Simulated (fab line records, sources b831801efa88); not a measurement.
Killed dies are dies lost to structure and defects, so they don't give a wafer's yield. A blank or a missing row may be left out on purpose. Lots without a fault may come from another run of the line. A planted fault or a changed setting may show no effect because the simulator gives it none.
fab line records | flow sky130
record lots=6 wafers=18 last_day=50
route steps=708 shown VT_ADJUST_LVTN@109 VT_ADJUST_NCORE@119 VT_ADJUST_HVTR@131 VT_ADJUST_PCH@143 SONOS_TUNNEL@166 PAD_OPEN@708
lots that met no fault: from a run of the same line without faults
start_h: hours from the record's first day to the start of the lot's first wafer shown | wait_h: hours since the lot's step before | " the same as in the row above | L1.1+2: a row that stands for several wafers | - no value, or no start given | * or withheld: withheld | < > ~ a bound
route shown NAME@n: a module of which the file shows steps, and the number in the route of the first | usual: mean/standard deviation of fault-free wafers | same: alike in all rows | chamber/n: place in a boat | sites: the reading at each site | _std_site: their standard deviation | _edge_site: outer sites' mean less inner sites' | radius_mm: how far each site lies from the wafer's centre | mask NAME#n: copy n | behind: the tool/chamber that last shaped the wafer | hold: why the lot was held/for how many hours/how that ended | device: the transistor (n, p or np) that didn't switch | end of line: the same wafers' tests at the end of the route | a step without rows: its recipe alone | killed: dies lost to structure and defects at the first sort, not the wafer's yield | map: a wafer's dies, x killed, . not, _ none there
set.NAME: the setting as run; set.NAME@STEP: as run at that earlier step | model.NAME: the simulator's own value behind a step, which no gauge read
lots at some steps of the route; a table a step, a row a wafer
services: from which hour (start_h, from the record's first day; less than 0 if before it) a tool's chamber was out of use, for how many hours, and why
## steps
# step SKY_VT_ADJUST_LVTN_HMDS_12
# recipe prime_time_s=60 prime_temp_c=120
# step SKY_VT_ADJUST_LVTN_COAT_13
# recipe resist=NOVOLAK spin_rpm=3000 resist_thk_nm=1140
# step SKY_VT_ADJUST_LVTN_SOFTBAKE_14
# recipe temp_c=90 time_s=60 resist=NOVOLAK
# step SKY_VT_ADJUST_LVTN_EXPOSE_15
# recipe mask_id=HVN_STD_DERIVED na=0.6 source_shape=conventional sigma_outer=0.6 polarization=unpolarized target_cd_nm=600 dose_mj=163
# step SKY_VT_ADJUST_LVTN_PEB_16
# recipe temp_c=withheld time_s=* resist=NOVOLAK
# step SKY_VT_ADJUST_LVTN_DEVELOP_17
# recipe resist=NOVOLAK developer=TMAH develop_time_s=57.72 dev_temp_c=23
# step SKY_VT_ADJUST_LVTN_OVL_MEAS_18
# usual VT_ADJUST_LVTN_01_OVL=-0.1/1.4
# columns lot.wafer tool chamber start_h wait_h VT_ADJUST_LVTN_01_OVL[nm]
L585.1 overlay-01 - 178.53 0.1 -1.4
L585.5 " - " " -0.5
L585.6 " - " " -0.6
L587.1 overlay-02 - 189.32 0.1 1.2
L587.4 " - " " 1.7
L587.6 " - " " 1.8
L594.2 overlay-02 - 238.47 0.1 -2.1
L594.3 " - " " -1.9
L594.4 " - " " -3.2
L595.2 overlay-01 - 247.49 0.1 1.6
L595.3 " - " " 0.5
L595.6 " - " " 1.2
L602.2 overlay-02 - 287.12 0.1 0.1
L602.4 " - " " -1.9
L602.5 " - " " -0.1
L603.1 overlay-02 - 296.18 0.1 -3.4
L603.3 " - " " -1.0
L603.6 " - " " -2.3
# step SKY_VT_ADJUST_LVTN_IMPLANT_19
# recipe species=B energy_kev=30 dose_cm2=6.5e+11 tilt_deg=withheld
# step SKY_VT_ADJUST_LVTN_STRIP_20
# recipe chemistry=O2/N2 power_w=1400 pressure_mtorr=1500 platen_temp_c=withheld o2_flow_sccm=3000 n2_flow_sccm=300 overash_fraction=0.5
# usual drypump_motor_current_A=5.77/0.28 n2_flow_sccm=300.0/0.92 oes_product_au=0.715/0.0047 strip_time_to_endpoint_s=14.18/0.035
# columns lot.wafer tool chamber start_h wait_h drypump_motor_current_A n2_flow_sccm oes_product_au rf_hours_counter_h strip_time_to_endpoint_s
L585.1 plasma_asher-01 0 178.72 0.1 5.85 299.4 0.718 47 14.15
L585.5 " 1 " " 5.69 299.7 0.712 - 14.16
L585.6 " 0 " " 5.85 299.5 0.709 - 14.12
L587.1 plasma_asher-04 0 189.51 0.1 5.56 299.4 0.713 52 14.16
L587.4 " 1 " " 6.00 300.3 0.721 - 14.19
L587.6 " 0 " " 5.59 298.2 0.725 - 14.15
L594.2 plasma_asher-04 1 238.65 0.1 6.00 301.0 0.711 56 14.29
L594.3 " 0 " " 5.60 299.4 0.719 - 14.18
L594.4 " 1 " " 6.00 301.5 0.718 - 14.20
L595.2 plasma_asher-04 1 247.67 0.1 6.01 299.1 0.722 57 14.13
L595.3 " 0 " " 5.60 302.0 0.726 - 14.13
L595.6 " 1 " " 6.01 299.4 0.710 - 14.14
L602.2 plasma_asher-02 0 287.30 0.1 5.32 299.2 0.719 48 14.15
L602.4 " 0 " " 5.32 299.0 0.714 - 14.15
L602.5 " 0 " " 5.31 299.7 0.712 - 14.16
L603.1 plasma_asher-04 1 296.37 0.1 5.99 299.1 0.719 62 14.23
L603.3 " 1 " " 6.01 299.3 0.714 - 14.22
L603.6 " 1 " " 6.00 300.0 0.716 - 14.19
# step SKY_VT_ADJUST_LVTN_TW_MEAS_21
# usual VT_ADJUST_LVTN_2_TW=186.2/1.2
# columns lot.wafer tool chamber start_h wait_h VT_ADJUST_LVTN_2_TW
L585.1 film_metro-04 - 178.82 0.1 184.3
L585.5 " - " " 184.8
L585.6 " - " " 183.2
L587.1 film_metro-02 - 189.61 0.1 185.2
L587.4 " - " " 186.0
L587.6 " - " " 185.7
L594.2 film_metro-02 - 238.76 0.1 186.1
L594.3 " - " " 185.4
L594.4 " - " " 185.5
L595.2 film_metro-04 - 247.78 0.1 186.3
L595.3 " - " " 186.5
L595.6 " - " " 185.7
L602.2 film_metro-04 - 287.41 0.1 184.7
L602.4 " - " " 185.1
L602.5 " - " " 184.7
L603.1 film_metro-02 - 296.47 0.1 185.1
L603.3 " - " " 184.3
L603.6 " - " " 184.9
# step SKY_VT_ADJUST_NCORE_DEHYDRATE_00
# recipe temp_c=200 time_s=60
# step SKY_VT_ADJUST_NCORE_HMDS_01
# recipe prime_time_s=60 prime_temp_c=120
# step SKY_VT_ADJUST_NCORE_COAT_02
# recipe resist=NOVOLAK spin_rpm=3000 resist_thk_nm=1154
# usual chill_plate_temp_C=22.98/0.11 dispense_pressure_kPa=46.6/0.81
# columns lot.wafer tool chamber start_h wait_h chill_plate_temp_C dispense_pressure_kPa
L585.1 litho_track-02 0 188.68 0.1 22.82 45.7
L585.5 " 0 " " 22.94 45.7
L585.6 " 0 " " 22.92 45.7
L587.1 litho_track-01 0 200.42 0.1 22.92 47.2
L587.4 " 0 " " 22.93 47.1
L587.6 " 0 " " 22.74 47.2
L594.2 litho_track-01 - 250.15 0.1 - -
L594.3 " - " " - -
L594.4 " - " " - -
L595.2 litho_track-01 - 259.70 0.1 - -
L595.3 " - " " - -
L595.6 " - " " - -
L602.2 litho_track-04 0 298.69 0.1 23.08 47.3
L602.4 " 0 " " 23.05 47.3
L602.5 " 0 " " 23.10 47.2
L603.1 litho_track-01 0 309.57 0.1 23.07 47.2
L603.3 " 0 " " 23.04 47.2
L603.6 " 0 " " 23.05 47.2
# step SKY_VT_ADJUST_NCORE_SOFTBAKE_03
# recipe temp_c=90 time_s=60 resist=NOVOLAK
# step SKY_VT_ADJUST_NCORE_EXPOSE_04
# recipe mask_id=LVTN_COMPLEMENT_THIN na=0.6 source_shape=conventional sigma_outer=0.6 polarization=unpolarized target_cd_nm=380 dose_mj=139
# step SKY_VT_ADJUST_NCORE_PEB_05
# recipe temp_c=withheld time_s=* resist=NOVOLAK
# step SKY_VT_ADJUST_NCORE_DEVELOP_06
# recipe resist=NOVOLAK developer=TMAH develop_time_s=60 dev_temp_c=23
# step SKY_VT_ADJUST_NCORE_CD_MEAS_07
# recipe target_cd_nm=380
# usual cd_nm=379.5/2.4
# columns lot.wafer tool chamber start_h wait_h cd_nm
L585.1 cd_sem-01 - 199.73 0.1 381.3
L585.5 " - " " 381.9
L585.6 " - " " 383.4
L587.1 cd_sem-01 - 210.97 0.1 382.0
L587.4 " - " " 382.9
L587.6 " - " " 382.4
L594.2 cd_sem-02 - 262.10 0.1 -
L594.3 " - " " -
L594.4 " - " " -
L595.2 cd_sem-02 - 271.59 0.1 -
L595.3 " - " " -
L595.6 " - " " -
L602.2 cd_sem-01 - 311.65 0.1 379.3
L602.4 " - " " 378.5
L602.5 " - " " 380.4
L603.1 cd_sem-02 - 322.18 0.1 381.0
L603.3 " - " " 383.5
L603.6 " - " " 380.2
# step SKY_VT_ADJUST_NCORE_OVL_MEAS_08
# usual VT_ADJUST_NCORE_OVL=-0.2/1.3
# columns lot.wafer tool chamber start_h wait_h VT_ADJUST_NCORE_OVL[nm]
L585.1 overlay-02 - 199.85 0.1 -2.5
L585.5 " - " " -1.2
L585.6 " - " " -0.1
L587.1 overlay-01 - 211.09 0.1 1.7
L587.4 " - " " -1.1
L587.6 " - " " -0.2
L594.2 overlay-02 - 262.21 0.1 -
L594.3 " - " " -
L594.4 " - " " -
L595.2 overlay-02 - 271.70 0.1 -
L595.3 " - " " -
L595.6 " - " " -
L602.2 overlay-01 - 311.76 0.1 -1.1
L602.4 " - " " -1.6
L602.5 " - " " -1.2
L603.1 overlay-01 - 322.30 0.1 1.5
L603.3 " - " " -3.0
L603.6 " - " " -0.4
# step SKY_VT_ADJUST_NCORE_IMPLANT_09
# recipe species=B energy_kev=10 dose_cm2=2.4e+12 tilt_deg=withheld
# step SKY_VT_ADJUST_NCORE_STRIP_10
# recipe chemistry=O2/N2 power_w=1400 pressure_mtorr=1500 platen_temp_c=withheld o2_flow_sccm=3000 n2_flow_sccm=300 overash_fraction=0.5
# usual drypump_motor_current_A=5.73/0.27 n2_flow_sccm=300.0/0.93 oes_product_au=0.715/0.0045 strip_time_to_endpoint_s=14.31/0.037
# columns lot.wafer tool chamber start_h wait_h drypump_motor_current_A n2_flow_sccm oes_product_au rf_hours_counter_h strip_time_to_endpoint_s
L585.1 plasma_asher-03 1 200.04 0.1 5.30 300.8 0.716 7 14.35
L585.5 " 1 " " 5.28 301.6 0.717 - 14.32
L585.6 " 0 " " 6.05 300.4 0.718 - 14.33
L587.1 plasma_asher-03 1 211.28 0.1 5.29 301.3 0.716 8 14.26
L587.4 " 1 " " 5.28 302.0 0.708 - 14.35
L587.6 " 0 " " 6.04 298.6 0.714 - 14.26
L594.2 plasma_asher-01 0 262.39 0.1 5.85 298.9 - 55 -
L594.3 " 0 " " 5.88 298.7 - - -
L594.4 " 1 " " 5.71 300.0 - - -
L595.2 plasma_asher-04 0 272.03 0.2 5.58 299.5 - 60 -
L595.3 " 1 " " 5.99 299.1 - - -
L595.6 " 1 " " 6.00 299.4 - - -
L602.2 plasma_asher-01 0 311.94 0.1 5.85 301.1 0.717 60 14.31
L602.4 " 1 " " 5.73 298.1 0.715 - 14.34
L602.5 " 1 " " 5.73 297.8 0.718 - 14.28
L603.1 plasma_asher-01 0 322.49 0.1 5.83 300.1 0.724 62 14.32
L603.3 " 1 " " 5.64 299.6 0.722 - 14.30
L603.6 " 0 " " 5.87 301.0 0.712 - 14.35
# step SKY_VT_ADJUST_NCORE_TW_MEAS_11
# usual VT_ADJUST_NCORE_TW=216.8/1.2
# columns lot.wafer tool chamber start_h wait_h VT_ADJUST_NCORE_TW
L585.1 film_metro-01 - 200.14 0.1 215.8
L585.5 " - " " 215.3
L585.6 " - " " 215.0
L587.1 film_metro-01 - 211.38 0.1 215.5
L587.4 " - " " 215.5
L587.6 " - " " 215.8
L594.2 film_metro-03 - 262.50 0.1 217.0
L594.3 " - " " 216.0
L594.4 " - " " 216.8
L595.2 film_metro-03 - 272.14 0.1 217.5
L595.3 " - " " 217.6
L595.6 " - " " 219.1
L602.2 film_metro-03 - 312.05 0.1 217.7
L602.4 " - " " 216.9
L602.5 " - " " 217.2
L603.1 film_metro-03 - 322.59 0.1 218.0
L603.3 " - " " 218.2
L603.6 " - " " 217.4
# step SKY_VT_ADJUST_HVTR_DEHYDRATE_00
# recipe temp_c=200 time_s=60
# step SKY_VT_ADJUST_HVTR_HMDS_01
# recipe prime_time_s=60 prime_temp_c=120
# step SKY_VT_ADJUST_HVTR_COAT_02
# recipe resist=NOVOLAK spin_rpm=3000 resist_thk_nm=1140
# step SKY_VT_ADJUST_HVTR_SOFTBAKE_03
# recipe temp_c=90 time_s=60 resist=NOVOLAK
# step SKY_VT_ADJUST_HVTR_EXPOSE_04
# recipe mask_id=HVTRM target_cd_nm=380 na=0.6 source_shape=conventional sigma_outer=0.6 dose_mj=150
# step SKY_VT_ADJUST_HVTR_PEB_05
# recipe temp_c=withheld time_s=* resist=NOVOLAK
# step SKY_VT_ADJUST_HVTR_DEVELOP_06
# recipe develop_time_s=60 dev_temp_c=23
# step SKY_VT_ADJUST_HVTR_CD_MEAS_07
# recipe target_cd_nm=380
# usual cd_nm=380.1/2.8
# columns lot.wafer tool chamber start_h wait_h cd_nm
L585.1 cd_sem-01 - 222.17 0.1 378.3
L585.5 " - " " 377.3
L585.6 " - " " 377.8
L587.1 cd_sem-02 - 233.66 0.1 381.2
L587.4 " - " " 379.8
L587.6 " - " " 379.5
L594.2 cd_sem-02 - 286.18 0.1 380.0
L594.3 " - " " 380.1
L594.4 " - " " 380.1
L595.2 cd_sem-02 - 295.74 0.1 378.5
L595.3 " - " " 381.2
L595.6 " - " " 380.5
L602.2 cd_sem-02 - 338.58 0.1 387.4
L602.4 " - " " 385.9
L602.5 " - " " 386.0
L603.1 cd_sem-01 - 348.07 0.1 377.3
L603.3 " - " " 380.2
L603.6 " - " " 381.7
# step SKY_VT_ADJUST_HVTR_OVL_MEAS_08
# usual VT_ADJUST_HVTR_OVL=-0.7/1.3
# columns lot.wafer tool chamber start_h wait_h VT_ADJUST_HVTR_OVL[nm]
L585.1 overlay-01 - 222.29 0.1 -0.7
L585.5 " - " " -2.2
L585.6 " - " " 0.9
L587.1 overlay-02 - 233.78 0.1 0.4
L587.4 " - " " 1.9
L587.6 " - " " 1.8
L594.2 overlay-02 - 286.29 0.1 -0.5
L594.3 " - " " 1.3
L594.4 " - " " 0.1
L595.2 overlay-01 - 295.85 0.1 -2.0
L595.3 " - " " -0.8
L595.6 " - " " -0.6
L602.2 overlay-02 - 338.69 0.1 0.0
L602.4 " - " " 0.3
L602.5 " - " " -2.0
L603.1 overlay-01 - 348.19 0.1 -0.7
L603.3 " - " " 0.6
L603.6 " - " " -1.4
# step SKY_VT_ADJUST_HVTR_IMPLANT_09
# recipe species=B energy_kev=10 dose_cm2=2.1e+12 tilt_deg=withheld
# step SKY_VT_ADJUST_HVTR_STRIP_10
# recipe chemistry=O2/N2 power_w=1400 pressure_mtorr=1500 platen_temp_c=withheld o2_flow_sccm=3000 n2_flow_sccm=300 overash_fraction=0.5
# usual drypump_motor_current_A=5.7/0.35 n2_flow_sccm=300.0/0.97 oes_product_au=0.715/0.0047 strip_time_to_endpoint_s=14.17/0.043
# columns lot.wafer tool chamber start_h wait_h drypump_motor_current_A n2_flow_sccm oes_product_au rf_hours_counter_h strip_time_to_endpoint_s
L585.1 plasma_asher-01 0 222.48 0.1 5.8 300.5 0.703 51 14.24
L585.5 " 0 " " 5.8 300.0 0.718 - 14.25
L585.6 " 1 " " 5.7 299.1 0.719 - 14.19
L587.1 plasma_asher-02 1 233.97 0.1 6.2 299.7 0.714 43 14.12
L587.4 " 1 " " 6.2 300.0 0.709 - 14.16
L587.6 " 0 " " 5.3 301.8 0.720 - 14.18
L594.2 plasma_asher-01 0 286.47 0.1 5.8 300.3 0.722 58 14.14
L594.3 " 1 " " 5.7 299.9 0.711 - 14.22
L594.4 " 0 " " 5.8 301.8 0.715 - 14.23
L595.2 plasma_asher-02 0 296.03 0.1 5.3 300.0 0.711 49 14.11
L595.3 " 0 " " 5.3 299.7 0.714 - 14.11
L595.6 " 1 " " 6.2 297.7 0.721 - 14.14
L602.2 plasma_asher-01 0 338.87 0.1 5.8 300.5 0.714 63 14.18
L602.4 " 1 " " 5.7 299.9 0.714 - 14.17
L602.5 " 0 " " 5.8 300.5 0.718 - 14.18
L603.1 plasma_asher-01 1 348.38 0.1 5.7 298.6 0.710 64 14.14
L603.3 " 1 " " 5.7 299.9 0.713 - 14.15
L603.6 " 0 " " 5.8 301.0 0.710 - 14.16
# step SKY_VT_ADJUST_HVTR_TW_MEAS_11
# usual VT_ADJUST_HVTR_TW=208.4/1
# columns lot.wafer tool chamber start_h wait_h VT_ADJUST_HVTR_TW
L585.1 film_metro-01 - 222.58 0.1 208.8
L585.5 " - " " 209.5
L585.6 " - " " 209.0
L587.1 film_metro-04 - 234.07 0.1 208.9
L587.4 " - " " 210.0
L587.6 " - " " 208.5
L594.2 film_metro-04 - 286.58 0.1 256.2
L594.3 " - " " 258.1
L594.4 " - " " 260.5
L595.2 film_metro-02 - 296.14 0.1 257.5
L595.3 " - " " 259.9
L595.6 " - " " 259.4
L602.2 film_metro-01 - 338.98 0.1 210.9
L602.4 " - " " 210.3
L602.5 " - " " 211.0
L603.1 film_metro-04 - 348.48 0.1 208.9
L603.3 " - " " 207.7
L603.6 " - " " 208.8
# step SKY_VT_ADJUST_PCH_DEHYDRATE_00
# recipe temp_c=200 time_s=60
# step SKY_VT_ADJUST_PCH_HMDS_01
# recipe prime_time_s=60 prime_temp_c=120
# step SKY_VT_ADJUST_PCH_COAT_02
# recipe spin_rpm=2000 resist_thk_nm=3000
# step SKY_VT_ADJUST_PCH_SOFTBAKE_03
# recipe temp_c=110 time_s=withheld
# step SKY_VT_ADJUST_PCH_EXPOSE_04
# recipe mask_id=NWM na=0.6 source_shape=conventional sigma_outer=0.6 polarization=unpolarized target_cd_nm=840 dose_mj=255
# step SKY_VT_ADJUST_PCH_PEB_05
# recipe temp_c=115 time_s=withheld
# step SKY_VT_ADJUST_PCH_DEVELOP_06
# recipe wall_angle_deg=90 developer=TMAH develop_time_s=60 dev_temp_c=23
# step SKY_VT_ADJUST_PCH_OVL_MEAS_07
# usual VT_ADJUST_PCH_OVL=0.8/1.5
# columns lot.wafer tool chamber start_h wait_h VT_ADJUST_PCH_OVL[nm]
L585.1 overlay-02 - 244.48 - -0.5
L585.5 " - " " 1.4
L585.6 " - " " -0.1
L587.1 overlay-02 - 256.72 - 0.7
L587.4 " - " " 1.8
L587.6 " - " " 3.5
L594.2 overlay-02 - 311.38 - -0.6
L594.3 " - " " 0.8
L594.4 " - " " 0.4
L595.2 overlay-02 - 321.83 - 1.4
L595.3 " - " " 1.1
L595.6 " - " " 2.3
L602.2 overlay-02 - 365.32 - 1.2
L602.4 " - " " 1.1
L602.5 " - " " 3.7
L603.1 overlay-01 - 375.32 - 0.2
L603.3 " - " " 0.0
L603.6 " - " " 0.2
# step SKY_VT_ADJUST_PCH_TW_MEAS_10
# usual VT_ADJUST_PCH_TW=141.6/0.93
# columns lot.wafer tool chamber start_h wait_h VT_ADJUST_PCH_TW
L585.1 film_metro-04 - 244.77 0.1 140.6
L585.5 " - " " 141.6
L585.6 " - " " 141.2
L587.1 film_metro-03 - 257.01 0.1 141.0
L587.4 " - " " 141.1
L587.6 " - " " 141.1
L594.2 film_metro-01 - 311.67 0.1 229.1
L594.3 " - " " 227.7
L594.4 " - " " 228.2
L595.2 film_metro-01 - 322.12 0.1 228.6
L595.3 " - " " 228.7
L595.6 " - " " 227.9
L602.2 film_metro-01 - 365.62 0.1 143.4
L602.4 " - " " 143.5
L602.5 " - " " 144.2
L603.1 film_metro-03 - 375.61 0.1 142.4
L603.3 " - " " 142.3
L603.6 " - " " 141.4
# step SKY_SONOS_TUNNEL_TW_MEAS_12
# usual SONOS_TUNNEL_TW=195.3/1
# columns lot.wafer tool chamber start_h wait_h SONOS_TUNNEL_TW
L585.1 film_metro-02 - 269.08 0.0 194.9
L585.5 " - " " 196.2
L585.6 " - " " 196.2
L587.1 film_metro-04 - 281.15 0.0 194.1
L587.4 " - " " 194.4
L587.6 " - " " 193.3
L594.2 film_metro-02 - 338.95 0.0 252.1
L594.3 " - " " 250.6
L594.4 " - " " 252.5
L595.2 film_metro-02 - 348.70 0.0 251.7
L595.3 " - " " 251.0
L595.6 " - " " 251.8
L602.2 film_metro-03 - 394.00 0.0 195.9
L602.4 " - " " 195.5
L602.5 " - " " 196.6
L603.1 film_metro-02 - 403.80 0.0 194.9
L603.3 " - " " 195.8
L603.6 " - " " 194.9
# step SKY_PAD_OPEN_PROBE_99
# usual killed_at_M0_to_M3=42/6.6 killed_at_M4_up=3.0/1.7 killed_at_contacts=24/5.3 killed_at_front_end=15/4.5 killed_at_other=0.2/0.49 killed_dies=83/9 killed_on_rim=16/4 killed_open=45/6.9 killed_short=38/5.8
# same gross_dies=492 killed_at_back_side=0
# columns lot.wafer tool chamber start_h wait_h killed_at_M0_to_M3 killed_at_M4_up killed_at_contacts killed_at_front_end killed_at_other killed_dies killed_on_rim killed_open killed_short
L585.1 prober-02 - 1111.03 0.1 49 2 20 13 0 84 15 44 39
L585.5 prober-02 - 1111.23 0.2 38 4 21 9 0 72 14 39 33
L585.6 prober-02 - 1111.28 0.2 37 1 27 19 0 84 20 50 34
L594.2 prober-02 - 1151.66 0.1 53 2 18 419 0 492 96 47 47
L594.3 prober-02 - 1151.71 0.2 50 7 20 415 0 492 96 54 34
L594.4 prober-02 - 1151.76 0.2 54 1 19 418 0 492 96 57 34
L595.2 prober-01 - 1156.93 0.1 32 3 37 420 0 492 96 45 42
L595.3 prober-01 - 1156.98 0.2 39 3 19 430 1 492 96 44 40
L595.6 prober-01 - 1157.13 0.2 41 4 24 423 0 492 96 45 27
L602.2 prober-02 - 1186.05 0.1 50 5 31 14 0 100 18 52 45
L602.4 prober-02 - 1186.15 0.2 39 4 26 19 1 89 16 46 41
L602.5 prober-02 - 1186.20 0.2 42 4 20 9 1 76 15 42 33
# killed by level:class
L585.1 METAL2:geometric_particle:short=10 VIA2:geometric_particle:open=10 CONTACT:geometric_particle:open=9 VIA3:geometric_particle:open=8 LOCAL_INTERCONNECT:geometric_particle:short=6 METAL3:geometric_particle:short=6 METAL1:geometric_particle:short=5 LI_CONTACT:geometric_particle:open=4
L585.5 METAL2:geometric_particle:short=11 LI_CONTACT:geometric_particle:open=8 CONTACT:geometric_particle:open=6 VIA2:geometric_particle:open=5 SPACER:geometric_particle:open=4 LOCAL_INTERCONNECT:geometric_particle:short=4 METAL1:geometric_particle:short=4 VIA1:geometric_particle:open=4
L585.6 LI_CONTACT:geometric_particle:open=10 METAL1:geometric_particle:short=9 CONTACT:geometric_particle:open=8 VIA1:geometric_particle:open=6 FIELD_ISO:geometric_particle:short=5 POLY_GATE:geometric_particle:open=5 VIA2:geometric_particle:open=5 VIA3:geometric_particle:open=5
L594.2 VT_ADJUST_NCORE:area_expose=398 VIA1:geometric_particle:open=11 FIELD_ISO:geometric_particle:short=9 CONTACT:geometric_particle:open=9 METAL1:geometric_particle:short=9 VIA2:geometric_particle:open=7 VIA3:geometric_particle:open=7 POLY_GATE:geometric_particle:short=6
L594.3 VT_ADJUST_NCORE:area_expose=404 VIA1:geometric_particle:open=12 VIA3:geometric_particle:open=10 CONTACT:geometric_particle:open=7 VIA2:geometric_particle:open=7 VIA1:geometric_particle:short=5 POLY_GATE:geometric_particle:open=4 LOCAL_INTERCONNECT:geometric_particle:short=4
L594.4 VT_ADJUST_NCORE:area_expose=401 VIA1:geometric_particle:open=17 CONTACT:geometric_particle:open=10 VIA2:geometric_particle:open=6 FIELD_ISO:geometric_particle:open=5 POLY_GATE:geometric_particle:short=5 METAL2:geometric_particle:short=5 VIA3:geometric_particle:open=4
L595.2 VT_ADJUST_NCORE:area_expose=404 LI_CONTACT:geometric_particle:open=10 CONTACT:geometric_particle:open=9 CONTACT:geometric_particle:short=7 VIA2:geometric_particle:open=7 POLY_GATE:geometric_particle:short=6 LOCAL_INTERCONNECT:geometric_particle:short=6 METAL2:geometric_particle:short=6
L595.3 VT_ADJUST_NCORE:area_expose=407 VIA1:geometric_particle:open=8 LI_CONTACT:geometric_particle:open=7 CONTACT:geometric_particle:open=7 VIA2:geometric_particle:open=6 METAL3:geometric_particle:short=6 POLY_GATE:geometric_particle:short=5 POLY_GATE:geometric_particle:open=5
L595.6 VT_ADJUST_NCORE:area_expose=420 CONTACT:geometric_particle:open=14 VIA1:geometric_particle:open=11 VIA2:geometric_particle:open=7 METAL1:geometric_particle:short=6 VIA1:geometric_particle:short=5 CONTACT:geometric_particle:short=4 LI_CONTACT:geometric_particle:open=3
L602.2 CONTACT:geometric_particle:open=12 VIA3:geometric_particle:open=10 METAL2:geometric_particle:short=9 METAL1:geometric_particle:short=7 VIA1:geometric_particle:open=7 LI_CONTACT:geometric_particle:open=6 CONTACT:geometric_particle:short=6 FIELD_ISO:geometric_particle:open=5
L602.4 VIA1:geometric_particle:open=13 CONTACT:geometric_particle:open=10 FIELD_ISO:geometric_particle:short=4 LOCAL_INTERCONNECT:geometric_particle:short=4 POLY_GATE:geometric_particle:open=4 LI_CONTACT:geometric_particle:short=4 METAL1:geometric_particle:short=4 METAL2:geometric_particle:short=4
L602.5 VIA1:geometric_particle:open=10 CONTACT:geometric_particle:open=8 VIA3:geometric_particle:open=7 LI_CONTACT:geometric_particle:open=6 METAL1:geometric_particle:short=5 METAL2:geometric_particle:short=4 VIA1:geometric_particle:short=4 VIA2:geometric_particle:short=4
# map L594.2 (x killed, . not)
__________xxxxxxxxxx_________
________xxxxxxxxxxxxxx_______
______xxxxxxxxxxxxxxxxxx_____
_____xxxxxxxxxxxxxxxxxxxx____
____xxxxxxxxxxxxxxxxxxxxxx___
___xxxxxxxxxxxxxxxxxxxxxxxx__
__xxxxxxxxxxxxxxxxxxxxxxxxxx_
_xxxxxxxxxxxxxxxxxxxxxxxxxxxx
_xxxxxxxxxxxxxxxxxxxxxxxxxxxx
_xxxxxxxxxxxxxxxxxxxxxxxxxxxx
_xxxxxxxxxxxxxxxxxxxxxxxxxxxx
_xxxxxxxxxxxxxxxxxxxxxxxxxxxx
_xxxxxxxxxxxxxxxxxxxxxxxxxxxx
_xxxxxxxxxxxxxxxxxxxxxxxxxxxx
_xxxxxxxxxxxxxxxxxxxxxxxxxxxx
__xxxxxxxxxxxxxxxxxxxxxxxxxx_
___xxxxxxxxxxxxxxxxxxxxxxxx__
____xxxxxxxxxxxxxxxxxxxxxx___
_____xxxxxxxxxxxxxxxxxxxx____
______xxxxxxxxxxxxxxxxxx_____
________xxxxxxxxxxxxxx_______
__________xxxxxxxxxx_________
# map L595.2 (x killed, . not)
__________xxxxxxxxxx_________
________xxxxxxxxxxxxxx_______
______xxxxxxxxxxxxxxxxxx_____
_____xxxxxxxxxxxxxxxxxxxx____
____xxxxxxxxxxxxxxxxxxxxxx___
___xxxxxxxxxxxxxxxxxxxxxxxx__
__xxxxxxxxxxxxxxxxxxxxxxxxxx_
_xxxxxxxxxxxxxxxxxxxxxxxxxxxx
_xxxxxxxxxxxxxxxxxxxxxxxxxxxx
_xxxxxxxxxxxxxxxxxxxxxxxxxxxx
_xxxxxxxxxxxxxxxxxxxxxxxxxxxx
_xxxxxxxxxxxxxxxxxxxxxxxxxxxx
_xxxxxxxxxxxxxxxxxxxxxxxxxxxx
_xxxxxxxxxxxxxxxxxxxxxxxxxxxx
_xxxxxxxxxxxxxxxxxxxxxxxxxxxx
__xxxxxxxxxxxxxxxxxxxxxxxxxx_
___xxxxxxxxxxxxxxxxxxxxxxxx__
____xxxxxxxxxxxxxxxxxxxxxx___
_____xxxxxxxxxxxxxxxxxxxx____
______xxxxxxxxxxxxxxxxxx_____
________xxxxxxxxxxxxxx_______
__________xxxxxxxxxx_________
## services
# columns tool chamber start_h hours kind
plasma_asher-04 - 208.02 0.7 repair
plasma_asher-03 - 275.73 1.2 repair
litho_track-01 - 313.59 - consumable_replace:filter
## key
first_sign step=SKY_VT_ADJUST_NCORE_COAT_02 reading=tool_record direction=missing
effect step=SKY_VT_ADJUST_NCORE_CD_MEAS_07 reading=cd_nm direction=missing
effect step=SKY_VT_ADJUST_NCORE_OVL_MEAS_08 reading=VT_ADJUST_NCORE_OVL direction=missing
effect step=SKY_VT_ADJUST_HVTR_TW_MEAS_11 reading=VT_ADJUST_HVTR_TW direction=up sigmas=49 usual=208.4 struck=258.6
effect step=SKY_VT_ADJUST_PCH_TW_MEAS_10 reading=VT_ADJUST_PCH_TW direction=up sigmas=93 usual=141.6 struck=228.4
effect step=SKY_SONOS_TUNNEL_TW_MEAS_12 reading=SONOS_TUNNEL_TW direction=up sigmas=55 usual=195.3 struck=251.6
effect step=SKY_PAD_OPEN_PROBE_99 reading=killed_at_front_end direction=up sigmas=89 usual=15 struck=421
more_kills_born_at SKY_VT_ADJUST_NCORE_EXPOSE_04@iline_stepper-01=2434
met_at SKY_VT_ADJUST_NCORE_COAT_02
struck_wafers L594.2,L594.3,L594.4,L595.2,L595.3,L595.6
tester_left_out L594,L595
onset_between 200.42 250.15
fault kind=skipped_step_whole tool=litho_track-01 chamber=- onset_h=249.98 steps=SKY_VT_ADJUST_NCORE_COAT_02 scope=struck_lots_only
# tester_left_out: of these lots the tester's yield and bins aren't shown, on N5 and GAA mostly nor the transistor test; their killed dies are dies lost to structure and defects alone, not to doping, threshold or leakage, so they don't give the yield
